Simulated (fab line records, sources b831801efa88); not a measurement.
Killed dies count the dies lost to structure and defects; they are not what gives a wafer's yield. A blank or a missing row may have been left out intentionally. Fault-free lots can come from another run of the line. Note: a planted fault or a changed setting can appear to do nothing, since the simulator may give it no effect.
fab line records | flow sfq-line | part 1 of 2: steps 1 to 28 of 40
[record] lots = 5 wafers = 15 last-day = 91
route steps=325 shown R5@221 I5@228 C5@240 M6@251
lots with no fault: from the same line, run without faults
start-h: hours from the record's opening day to when the first of the lot's shown wafers began | wait-h: time in hours since the lot's previous step | " unchanged from the row above | L1.1+2: a single row standing in for several wafers | - no value present, or no start provided | * or withheld: withheld | < > ~ a bound
route shown NAME@n: a module of which the file shows steps, and the number in the route of the first | usual: mean and standard deviation over wafers with no fault | same: alike in all rows | chamber/n: place in a boat | sites: the reading at each site | _std_site: standard deviation across them | _edge_site: the outer-site mean with the inner-site mean subtracted | radius-mm: for every site, how far away it sits from the centre of the wafer | mask NAME#n: copy n | behind: the last tool/chamber to shape the wafer | hold: why the lot was held/for how many hours/how that ended | device: the n, p or np transistor that did not switch | end of line: the route-end tests of the same wafers | step lacking rows: just its recipe | killed: count of dies lost to structure and defects at first sort (not the wafer's yield) | map: a wafer's dies, marking killed ones x, the rest . and places with no die _
set.NAME: the run value of the setting; set.NAME@STEP: its run value at that earlier step | model.NAME: the simulator's own value behind a step, which no gauge read
lots seen at some steps along the route; tables by step, rows by wafer
services: the hour from which a tool's chamber was out of use, counted from the record's first day as start-h (under 0 if before that day), plus the number of hours and why
[[steps]]
[step SFQ_TRILAYER_R5_LITHO_PEB_139]
[recipe] peb-temp-c = 115 peb-time-s = 60 resist = KrF
// columns lot.wafer tool chamber start-h wait-h
L082.1+2+5 litho-track-01 0 1406.31 1.0
L091.1+2+5 litho-track-03 0 1507.03 1.0
L093.2+3+6 litho-track-01 0 1515.46 0.8
L096.4+5+6 litho-track-01 0 1554.71 0.5
L097.2+4+6 litho-track-03 0 1557.06 0.8
[step SFQ_TRILAYER_R5_LITHO_DEVELOP_138]
[recipe] time-s = 60 resist = KrF
// columns lot.wafer tool chamber start-h wait-h
L082.1+2+5 litho-track-01 0 1406.46 0.1
L091.1+2+5 litho-track-03 0 1507.18 0.1
L093.2+3+6 litho-track-01 0 1515.61 0.1
L096.4+5+6 litho-track-01 0 1554.86 0.1
L097.2+4+6 litho-track-03 0 1557.21 0.1
[step SFQ_R5_OVL_MEAS_935]
[usual] R5_OVL = 0/5.7
// columns lot.wafer tool chamber start-h wait-h R5_OVL[nm]
L082.1 overlay-01 - 1406.61 0.1 -10
L082.2 " - " " -11
L082.5 " - " " -5
L091.1 overlay-01 - 1507.33 0.1 -6
L091.2 " - " " -5
L091.5 " - " " -5
L093.2 overlay-02 - 1515.74 0.1 1
L093.3 " - " " 1
L093.6 " - " " 4
L096.4 overlay-01 - 1554.96 0.1 2
L096.5 " - " " 7
L096.6 " - " " 12
L097.2 overlay-01 - 1557.35 0.1 5
L097.4 " - " " 3
L097.6 " - " " 8
[step SFQ_TRILAYER_R5_BARC_OPEN_METAL_ETCH_177]
[recipe] mask-material = PR chemistry = O2 target-depth-nm = 125 target = BARC icp-w = 600 bias-w = 80 pressure-mtorr = 10 time-s = 41.7
[usual] drypump-motor-current-A = 5.8/0.42 oes-product-au = 0.686/0.0043
// columns lot.wafer tool chamber start-h wait-h drypump-motor-current-A oes-product-au rf-hours-counter-h
L082.1 rie-metal-03 0 1406.64 0.0 6.1 0.688 84
L082.2 " 1 " " 6.0 0.679 27
L082.5 " 1 " " 6.0 0.684 -
L091.1 rie-metal-01 1 1507.37 0.0 5.9 0.687 103
L091.2 " 0 " " 6.4 0.680 20
L091.5 " 0 " " 6.4 0.683 -
L093.2 rie-metal-01 1 1515.77 0.0 5.9 0.688 105
L093.3 " 0 " " 6.4 0.678 -
L093.6 " 1 " " 5.9 0.686 -
L096.4 rie-metal-04 1 1555.00 0.0 5.8 0.691 -
L096.5 " 0 " " 5.1 0.680 -
L096.6 " 1 " " 5.8 0.682 -
L097.2 rie-metal-04 0 1557.38 0.0 5.1 0.687 126
L097.4 " 0 " " 5.1 0.687 -
L097.6 " 0 " " 5.1 0.687 -
[step SFQ_TRILAYER_R5_ETCH_METAL_ETCH_139]
[recipe] stop-on = SiO2 mask-material = PR chemistry = Cl2 target-depth-nm = 60 icp-w = 600 bias-w = 82.87 pressure-mtorr = 10 time-s = 40
[usual] drypump-motor-current-A = 5.9/0.42 oes-product-au = 0.993/0.0046
// columns lot.wafer tool chamber start-h wait-h drypump-motor-current-A oes-product-au rf-hours-counter-h
L082.1 rie-metal-03 0 1406.70 0.0 6.1 0.997 84
L082.2 " 1 " " 6.0 0.997 27
L082.5 " 1 " " 6.0 0.991 -
L091.1 rie-metal-01 1 1507.43 0.0 5.9 0.992 103
L091.2 " 0 " " 6.5 0.994 20
L091.5 " 0 " " 6.5 0.989 -
L093.2 rie-metal-01 1 1515.83 0.0 5.9 0.996 105
L093.3 " 0 " " 6.5 0.983 -
L093.6 " 1 " " 5.9 0.998 -
L096.4 rie-metal-04 1 1555.05 0.0 5.8 0.994 -
L096.5 " 0 " " 5.1 0.998 -
L096.6 " 1 " " 5.8 0.999 -
L097.2 rie-metal-04 0 1557.43 0.0 5.1 0.993 126
L097.4 " 0 " " 5.1 0.994 -
L097.6 " 0 " " 5.1 0.994 -
[step SFQ_TRILAYER_R5_STRIP_STRIP_140]
[recipe] gas = O2 power-w = 200 platen-temp-c = 40 overash-fraction = 0.65 chemistry = O2 pressure-mtorr = 50
[usual] drypump-motor-current-A = 5.8/0.42 oes-product-au = 1.000/0.0074
// columns lot.wafer tool chamber start-h wait-h drypump-motor-current-A oes-product-au rf-hours-counter-h
L082.1 rie-metal-03 0 1406.76 0.0 6.1 0.999 84
L082.2 " 1 " " 6.0 1.001 27
L082.5 " 1 " " 6.0 0.997 -
L091.1 rie-metal-01 1 1507.49 0.0 5.9 1.000 103
L091.2 " 0 " " 6.4 1.007 20
L091.5 " 0 " " 6.5 0.998 -
L093.2 rie-metal-01 1 1515.89 0.0 5.9 0.997 105
L093.3 " 0 " " 6.5 0.997 -
L093.6 " 1 " " 5.9 1.002 -
L096.4 rie-metal-04 1 1555.29 0.2 5.8 0.994 -
L096.5 " 0 " " 5.1 0.998 -
L096.6 " 1 " " 5.9 0.987 -
L097.2 rie-metal-04 0 1557.49 0.0 5.1 1.007 126
L097.4 " 0 " " 5.1 1.006 -
L097.6 " 0 " " 5.1 1.005 -
[step SFQ_TRILAYER_R5_STRIP_SOLV_CLEAN_141]
[recipe] chemistry = NMP temp-c = 70 time-s = 600
[usual] bath-guard-temp-C = 70.1/0.49
// columns lot.wafer tool chamber start-h wait-h bath-guard-temp-C
L082.1 wet-bench-03 6 1407.36 0.4 69.4
L082.2 " 2 " " 70.6
L082.5 " 5 " " 70.1
L091.1 wet-bench-01 0 1508.09 0.4 69.2
L091.2 " 7 " " 69.3
L091.5 " 3 " " 70.4
L093.2 wet-bench-04 2 1516.49 0.4 69.8
L093.3 " 6 " " 70.6
L093.6 " 7 " " 70.0
L096.4 wet-bench-03 0 1555.69 0.2 69.7
L096.5 " 4 " " 70.8
L096.6 " 3 " " 70.8
L097.2 wet-bench-03 6 1558.09 0.4 69.7
L097.4 " 0 " " 69.6
L097.6 " 3 " " 70.5
[step SFQ_TRILAYER_A5C_DEP_PECVD_142]
[recipe] material = SiO2 temp-c = 150 time-s = 15.556 pressure-torr = 2.4 rf-w = 183.3 precursor = SiH4/N2O target-thk-nm = 70
[usual] heater-power-outer-w = 28/7.5 heater-power-w = 80/15 throttle-valve-pct = 24.8/1.5
// columns lot.wafer tool chamber start-h wait-h heater-power-outer-w heater-power-w throttle-valve-pct
L082.1 pecvd-01 0 1407.54 0.0 38 103 24.8
L082.2 " 2 " " 31 79 26.3
L082.5 " 0 " " 38 105 24.5
L091.1 pecvd-03 0 1508.26 0.0 22 82 23.2
L091.2 " 1 " " 27 72 27.2
L091.5 " 0 " " 24 82 23.3
L093.2 pecvd-03 0 1516.66 0.0 14 71 23.5
L093.3 " 1 " " 31 79 27.4
L093.6 " 2 " " 36 86 26.4
L096.4 pecvd-01 1 1555.90 0.0 26 73 26.5
L096.5 " 2 " " 25 74 26.0
L096.6 " 0 " " 36 104 24.5
L097.2 pecvd-04 2 1558.28 0.0 37 91 22.5
L097.4 " 2 " " 37 93 22.6
L097.6 " 2 " " 37 92 22.4
[step SFQ_TRILAYER_I5_LITHO_COAT_149]
[recipe] resist = BARC spin-rpm = 3000 resist-thk-nm = 62
// columns lot.wafer tool chamber start-h wait-h
L082.1+2+5 litho-track-04 0 1407.56 0.0
L091.1+2+5 litho-track-01 0 1508.29 0.0
L093.2+3+6 litho-track-02 0 1517.13 0.5
L096.4+5+6 litho-track-04 0 1556.06 0.1
L097.2+4+6 litho-track-04 0 1558.37 0.1
[step SFQ_TRILAYER_I5_LITHO_COAT_144]
[recipe] resist = KrF spin-rpm = 3000 resist-thk-nm = 650
// columns lot.wafer tool chamber start-h wait-h
L082.1+2+5 litho-track-04 0 1407.86 0.2
L091.1+2+5 litho-track-01 0 1508.59 0.2
L093.2+3+6 litho-track-02 0 1517.43 0.2
L096.4+5+6 litho-track-04 0 1556.36 0.2
L097.2+4+6 litho-track-04 0 1558.67 0.2
[step SFQ_TRILAYER_I5_LITHO_SOFTBAKE_148]
[recipe] temp-c = withheld time-s = withheld resist = KrF
// columns lot.wafer tool chamber start-h wait-h
L082.1+2+5 litho-track-04 0 1408.16 0.2
L091.1+2+5 litho-track-01 0 1508.89 0.2
L093.2+3+6 litho-track-02 0 1517.70 0.2
L096.4+5+6 litho-track-04 0 1556.58 0.2
L097.2+4+6 litho-track-04 0 1558.95 0.2
[step SFQ_TRILAYER_I5_LITHO_EXPOSE_145]
[recipe] mask-id = I5 na = 0.6 source-shape = conventional sigma-outer = 0.65 target-cd-nm = 700 dose-mj = 21.3
[usual] exposure-dose-mJ-cm2 = 21.300/0.022
// columns lot.wafer tool chamber start-h wait-h mask exposure-dose-mJ-cm2
L082.1 krf-scanner-02 0 1532.28 - I5#0 21.276
L082.2 " 0 " " I5#0 21.302
L082.5 " 0 " " I5#0 21.311
L091.1 krf-scanner-02 0 1620.23 - I5#0 21.311
L091.2 " 0 " " I5#0 21.311
L091.5 " 0 " " I5#0 21.302
L093.2 krf-scanner-02 0 1630.03 - I5#0 21.288
L093.3 " 0 " " I5#0 21.272
L093.6 " 0 " " I5#0 21.313
L096.4 krf-scanner-02 0 1659.23 - I5#0 21.305
L096.5 " 0 " " I5#0 21.313
L096.6 " 0 " " I5#0 21.296
L097.2 krf-scanner-02 0 1662.43 - I5#0 21.287
L097.4 " 0 " " I5#0 21.317
L097.6 " 0 " " I5#0 21.322
[step SFQ_TRILAYER_I5_LITHO_PEB_147]
[recipe] peb-temp-c = 115 peb-time-s = 60 resist = KrF
// columns lot.wafer tool chamber start-h wait-h
L082.1+2+5 litho-track-01 0 1533.48 1.0
L091.1+2+5 litho-track-02 0 1621.43 1.0
L093.2+3+6 litho-track-02 0 1631.05 0.8
L096.4+5+6 litho-track-04 0 1659.90 0.5
L097.2+4+6 litho-track-01 0 1663.45 0.8
[step SFQ_TRILAYER_I5_LITHO_DEVELOP_146]
[recipe] time-s = 60 resist = KrF
// columns lot.wafer tool chamber start-h wait-h
L082.1+2+5 litho-track-01 0 1533.63 0.1
L091.1+2+5 litho-track-02 0 1621.58 0.1
L093.2+3+6 litho-track-02 0 1631.20 0.1
L096.4+5+6 litho-track-04 0 1660.05 0.1
L097.2+4+6 litho-track-01 0 1663.60 0.1
[step SFQ_I5_OVL_MEAS_936]
[usual] I5_OVL = -1/4.4
// columns lot.wafer tool chamber start-h wait-h I5_OVL[nm]
L082.1 overlay-02 - 1533.78 0.1 1
L082.2 " - " " 8
L082.5 " - " " 1
L091.1 overlay-02 - 1621.73 0.1 -4
L091.2 " - " " -8
L091.5 " - " " -6
L093.2 overlay-01 - 1631.33 0.1 2
L093.3 " - " " 1
L093.6 " - " " 1
L096.4 overlay-02 - 1660.15 0.1 -1
L096.5 " - " " -5
L096.6 " - " " -6
L097.2 overlay-02 - 1663.73 0.1 2
L097.4 " - " " 4
L097.6 " - " " 2
[step SFQ_TRILAYER_I5_BARC_OPEN_VIA_ETCH_200]
[recipe] mask-material = PR chemistry = O2 target-depth-nm = 125 target = BARC source-w = 500 bias-w = 80 pressure-mtorr = 30 time-s = 41.7
[usual] drypump-motor-current-A = 5.6/0.4 oes-product-au = 0.684/0.0045
// columns lot.wafer tool chamber start-h wait-h drypump-motor-current-A oes-product-au rf-hours-counter-h
L082.1 rie-diel-03 2 1533.82 0.0 5.7 0.685 5
L082.2 " 0 " " 5.1 0.683 10
L082.5 " 1 " " 5.8 0.678 -
L091.1 rie-diel-02 0 1621.76 0.0 5.1 0.697 16
L091.2 " 1 " " 6.1 0.684 16
L091.5 " 3 " " 5.4 0.687 -
L093.2 rie-diel-03 3 1631.36 0.0 6.0 0.687 6
L093.3 " 2 " " 5.8 0.692 6
L093.6 " 3 " " 6.0 0.684 -
L096.4 rie-diel-03 3 1660.18 0.0 6.0 0.683 -
L096.5 " 1 " " 5.9 0.683 -
L096.6 " 2 " " 5.8 0.687 -
L097.2 rie-diel-03 3 1663.76 0.0 6.0 0.690 7
L097.4 " 2 " " 5.7 0.682 7
L097.6 " 0 " " 5.2 0.679 -
[step SFQ_TRILAYER_I5_ETCH_VIA_ETCH_147]
[recipe] stop-on = Nb mask-material = PR chemistry = CHF3 target-depth-nm = 360 source-w = 500 bias-w = 80 pressure-mtorr = 30 time-s = withheld
[usual] drypump-motor-current-A = 5.6/0.4 oes-product-au = 0.990/0.0057
// columns lot.wafer tool chamber start-h wait-h drypump-motor-current-A oes-product-au
L082.1 rie-diel-03 2 1533.86 0.0 5.7 0.994
L082.2 " 0 " " 5.1 0.993
L082.5 " 1 " " 5.8 0.993
L091.1 rie-diel-02 0 1621.80 0.0 5.1 0.989
L091.2 " 1 " " 6.0 0.978
L091.5 " 3 " " 5.4 0.987
L093.2 rie-diel-03 3 1631.40 0.0 6.0 0.988
L093.3 " 2 " " 5.7 0.998
L093.6 " 3 " " 6.0 0.991
L096.4 rie-diel-03 3 1660.28 0.1 6.0 0.992
L096.5 " 1 " " 5.9 1.004
L096.6 " 2 " " 5.7 0.992
L097.2 rie-diel-03 3 1663.80 0.0 6.0 0.997
L097.4 " 2 " " 5.7 1.000
L097.6 " 0 " " 5.2 0.994
[step SFQ_TRILAYER_I5_STRIP_STRIP_148]
[recipe] gas = O2 power-w = 192.6 platen-temp-c = 40 overash-fraction = 0.65 chemistry = O2 pressure-mtorr = 50
[usual] drypump-motor-current-A = 5.8/0.47 oes-product-au = 1.000/0.0077
// columns lot.wafer tool chamber start-h wait-h drypump-motor-current-A oes-product-au rf-hours-counter-h
L082.1 rie-metal-01 0 1534.01 - 6.5 0.989 25
L082.2 " 1 " " 5.9 1.015 108
L082.5 " 0 " " 6.5 0.984 -
L091.1 rie-metal-02 0 1621.95 - 6.3 0.986 23
L091.2 " 1 " " 5.4 1.006 27
L091.5 " 1 " " 5.4 0.994 -
L093.2 rie-metal-04 0 1631.55 - 5.1 0.997 136
L093.3 " 1 " " 5.9 1.005 -
L093.6 " 0 " " 5.1 0.996 -
L096.4 rie-metal-04 1 1660.95 - 5.8 0.999 -
L096.5 " 1 " " 5.8 0.991 -
L096.6 " 1 " " 5.8 0.987 -
L097.2 rie-metal-01 1 1663.95 - 5.9 1.005 126
L097.4 " 0 " " 6.4 0.990 -
L097.6 " 1 " " 5.9 1.008 -
[step SFQ_TRILAYER_I5_STRIP_SOLV_CLEAN_149]
[recipe] chemistry = NMP temp-c = 70 time-s = 600
[usual] bath-guard-temp-C = 70.0/0.52
// columns lot.wafer tool chamber start-h wait-h bath-guard-temp-C
L082.1 wet-bench-02 6 1534.81 0.5 71.1
L082.2 " 7 " " 69.6
L082.5 " 0 " " 70.7
L091.1 wet-bench-02 5 1622.55 0.4 69.8
L091.2 " 7 " " 69.7
L091.5 " 4 " " 69.9
L093.2 wet-bench-01 0 1632.15 0.4 69.3
L093.3 " 7 " " 69.4
L093.6 " 5 " " 70.1
L096.4 wet-bench-04 5 1661.55 0.4 70.0
L096.5 " 2 " " 70.2
L096.6 " 4 " " 69.9
L097.2 wet-bench-02 2 1664.55 0.4 69.4
L097.4 " 0 " " 70.4
L097.6 " 5 " " 70.0
[step SFQ_TRILAYER_C5_LITHO_COAT_156]
[recipe] resist = BARC spin-rpm = 3000 resist-thk-nm = 62
// columns lot.wafer tool chamber start-h wait-h
L082.1+2+5 litho-track-02 0 1535.16 0.0
L091.1+2+5 litho-track-02 0 1622.90 0.0
L093.2+3+6 litho-track-03 0 1632.38 0.1
L096.4+5+6 litho-track-02 0 1661.88 0.1
L097.2+4+6 litho-track-02 0 1664.99 0.1
[step SFQ_TRILAYER_C5_LITHO_COAT_151]
[recipe] resist = KrF spin-rpm = 3000 resist-thk-nm = 650
// columns lot.wafer tool chamber start-h wait-h
L082.1+2+5 litho-track-02 0 1535.46 0.2
L091.1+2+5 litho-track-02 0 1623.20 0.2
L093.2+3+6 litho-track-03 0 1632.68 0.2
L096.4+5+6 litho-track-02 0 1662.18 0.2
L097.2+4+6 litho-track-02 0 1665.29 0.2
[step SFQ_TRILAYER_C5_LITHO_SOFTBAKE_155]
[recipe] temp-c = withheld time-s = withheld resist = KrF
// columns lot.wafer tool chamber start-h wait-h
L082.1+2+5 litho-track-02 0 1535.76 0.2
L091.1+2+5 litho-track-02 0 1623.50 0.2
L093.2+3+6 litho-track-03 0 1632.95 0.2
L096.4+5+6 litho-track-02 0 1662.40 0.2
L097.2+4+6 litho-track-02 0 1665.56 0.2
[step SFQ_TRILAYER_C5_LITHO_EXPOSE_152]
[recipe] mask-id = C5 na = 0.6 source-shape = conventional sigma-outer = 0.65 target-cd-nm = 500 dose-mj = 21.3
[usual] exposure-dose-mJ-cm2 = 21.301/0.02
// columns lot.wafer tool chamber start-h wait-h mask exposure-dose-mJ-cm2
L082.1 krf-scanner-02 0 1641.83 - C5#0 21.293
L082.2 " 0 " " C5#0 21.284
L082.5 " 0 " " C5#0 21.311
L091.1 krf-scanner-02 0 1731.22 - C5#0 21.283
L091.2 " 0 " " C5#0 21.304
L091.5 " 0 " " C5#0 21.306
L093.2 krf-scanner-01 0 1739.94 - C5#0 21.308
L093.3 " 0 " " C5#0 21.298
L093.6 " 0 " " C5#0 21.316
L096.4 krf-scanner-01 0 1765.54 - C5#0 21.289
L096.5 " 0 " " C5#0 21.297
L096.6 " 0 " " C5#0 21.283
L097.2 krf-scanner-01 0 1769.94 - C5#0 21.299
L097.4 " 0 " " C5#0 21.320
L097.6 " 0 " " C5#0 21.305
[step SFQ_TRILAYER_C5_LITHO_PEB_154]
[recipe] peb-temp-c = 115 peb-time-s = 60 resist = KrF
// columns lot.wafer tool chamber start-h wait-h
L082.1+2+5 litho-track-03 0 1643.03 1.0
L091.1+2+5 litho-track-04 0 1732.42 1.0
L093.2+3+6 litho-track-02 0 1740.97 0.8
L096.4+5+6 litho-track-04 0 1766.22 0.5
L097.2+4+6 litho-track-04 0 1770.97 0.8
[step SFQ_TRILAYER_C5_LITHO_DEVELOP_153]
[recipe] time-s = 60 resist = KrF
// columns lot.wafer tool chamber start-h wait-h
L082.1+2+5 litho-track-03 0 1643.18 0.1
L091.1+2+5 litho-track-04 0 1732.57 0.1
L093.2+3+6 litho-track-02 0 1741.12 0.1
L096.4+5+6 litho-track-04 0 1766.37 0.1
L097.2+4+6 litho-track-04 0 1771.12 0.1
[step SFQ_C5_OVL_MEAS_937]
[usual] C5_OVL = -1/4.7
// columns lot.wafer tool chamber start-h wait-h C5_OVL[nm]
L082.1 overlay-01 - 1643.33 0.1 -10
L082.2 " - " " -8
L082.5 " - " " -7
L091.1 overlay-02 - 1732.72 0.1 2
L091.2 " - " " 8
L091.5 " - " " 6
L093.2 overlay-02 - 1741.25 0.1 5
L093.3 " - " " -1
L093.6 " - " " -5
L096.4 overlay-01 - 1766.46 0.1 5
L096.5 " - " " -2
L096.6 " - " " 4
L097.2 overlay-01 - 1771.25 0.1 12
L097.4 " - " " 6
L097.6 " - " " 8
[step SFQ_TRILAYER_C5_BARC_OPEN_VIA_ETCH_210]
[recipe] mask-material = PR chemistry = O2 target-depth-nm = 125 target = BARC source-w = 500 bias-w = 80 pressure-mtorr = 30 time-s = 41.7
[usual] drypump-motor-current-A = 5.7/0.39 oes-product-au = 0.685/0.0049
// columns lot.wafer tool chamber start-h wait-h drypump-motor-current-A oes-product-au rf-hours-counter-h
L082.1 rie-diel-01 0 1643.36 0.0 5.4 0.685 5
L082.2 " 3 " " 5.9 0.689 6
L082.5 " 1 " " 5.7 0.685 -
L091.1 rie-diel-03 1 1732.75 0.0 5.9 0.684 20
L091.2 " 0 " " 5.2 0.688 13
L091.5 " 2 " " 5.7 0.682 -
L093.2 rie-diel-04 3 1741.28 0.0 5.7 0.692 19
L093.3 " 0 " " 5.0 0.692 0
L093.6 " 0 " " 5.0 0.685 -
L096.4 rie-diel-04 1 1766.48 0.0 6.0 0.686 0
L096.5 " 2 " " 5.0 0.689 -
L096.6 " 3 " " 5.7 0.687 -
L097.2 rie-diel-04 1 1771.28 0.0 6.0 0.686 0
L097.4 " 3 " " 5.7 0.686 19
L097.6 " 1 " " 6.0 0.686 -
[step SFQ_TRILAYER_C5_ETCH_VIA_ETCH_154]
[recipe] target = SiO2 mask-material = PR chemistry = CHF3 target-depth-nm = 84 source-w = 500 bias-w = 80 pressure-mtorr = 30 time-s = withheld stop-on = Nb
[usual] drypump-motor-current-A = 5.7/0.39 oes-product-au = 0.895/0.008
// columns lot.wafer tool chamber start-h wait-h drypump-motor-current-A oes-product-au
L082.1 rie-diel-01 0 1643.40 0.0 5.4 0.886
L082.2 " 3 " " 5.9 0.895
L082.5 " 1 " " 5.8 0.894
L091.1 rie-diel-03 1 1732.79 0.0 5.8 0.893
L091.2 " 0 " " 5.2 0.885
L091.5 " 2 " " 5.7 0.895
L093.2 rie-diel-04 3 1741.32 0.0 5.7 0.900
L093.3 " 0 " " 5.0 0.886
L093.6 " 0 " " 5.0 0.898
L096.4 rie-diel-04 1 1766.52 0.0 6.0 0.899
L096.5 " 2 " " 5.0 0.891
L096.6 " 3 " " 5.7 0.897
L097.2 rie-diel-04 1 1771.32 0.0 5.9 0.900
L097.4 " 3 " " 5.7 0.898
L097.6 " 1 " " 6.0 0.895
